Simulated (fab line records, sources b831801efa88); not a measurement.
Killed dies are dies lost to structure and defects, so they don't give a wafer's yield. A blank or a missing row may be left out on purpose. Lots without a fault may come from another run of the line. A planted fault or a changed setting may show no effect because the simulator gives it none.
One fault seen from 2 desks | flow sky130 | each desk has only its own numbers; what lay behind them comes last

THE METROLOGY DESK
What the gauges read, lot by lot, whatever tool the lot ran on: means of the sampled wafers that have a number. A lot is out of limits, marked OUT, if its mean lies more than 4 standard deviations from the usual mean; the brackets give that distance.
Columns: A = VIA4_W_THK at SKY_VIA4_THK_MEAS_20, usual 511 nm
lot  | first seen here | A
L814 | day 42 11:44    | 503
L815 | day 43 06:35    | 508
L816 | day 43 07:17    | 513
L817 | day 43 10:11    | 516
L818 | day 43 16:31    | 513
L819 | day 44 05:30    | 501
L820 | day 44 15:58    | 512
L821 | day 44 22:34    | 520
L827 | day 46 10:17    | 516
L829 | day 46 15:35    | 513
L828 | day 46 17:27    | 511
L833 | day 47 16:26    | 517
This desk's finding: nothing out of limits on any of the 12 lots.

THE TOOL OWNER'S DESK: plasma_asher-03
The tool's own readings at SKY_RES_PROTECT_STRIP_07 (strips in O2/N2): means of the sampled wafers that have a number, for each lot that ran on this tool. A lot is out of limits, marked OUT, if its mean lies more than 4 standard deviations from the usual mean; the brackets give that distance.
Columns: A = drypump_motor_current_A at SKY_RES_PROTECT_STRIP_07, usual 5.7 A; B = o2_flow_sccm at SKY_RES_PROTECT_STRIP_07, usual 3001 sccm; C = oes_product_au at SKY_RES_PROTECT_STRIP_07, usual 0.517 a.u.; D = strip_time_to_endpoint_s at SKY_RES_PROTECT_STRIP_07, usual 23.30 s
lot  | first seen here | A   | B    | C     | D
L814 | day 14 17:10    | 5.7 | 3012 | 0.519 | 23.35
L815 | day 15 09:59    | 5.7 | 3010 | 0.521 | 23.30
L820 | day 17 06:49    | 5.6 | 3006 | 0.517 | 23.32
L821 | day 17 14:23    | 5.7 | 3004 | 0.518 | 23.29
L827 | day 19 23:41    | 5.7 | 2999 | 0.513 | 23.40
L828 | day 20 03:42    | 5.7 | 3004 | 0.516 | 23.24
L829 | day 20 10:48    | 6.0 | 3003 | 0.515 | 23.26
This desk's finding: nothing out of limits on any of the 7 lots.

PUT TOGETHER
The metrology desk saw nothing out of limits.
The tool owner's desk saw nothing out of limits.

WHAT THE SIMULATOR HAD PUT IN
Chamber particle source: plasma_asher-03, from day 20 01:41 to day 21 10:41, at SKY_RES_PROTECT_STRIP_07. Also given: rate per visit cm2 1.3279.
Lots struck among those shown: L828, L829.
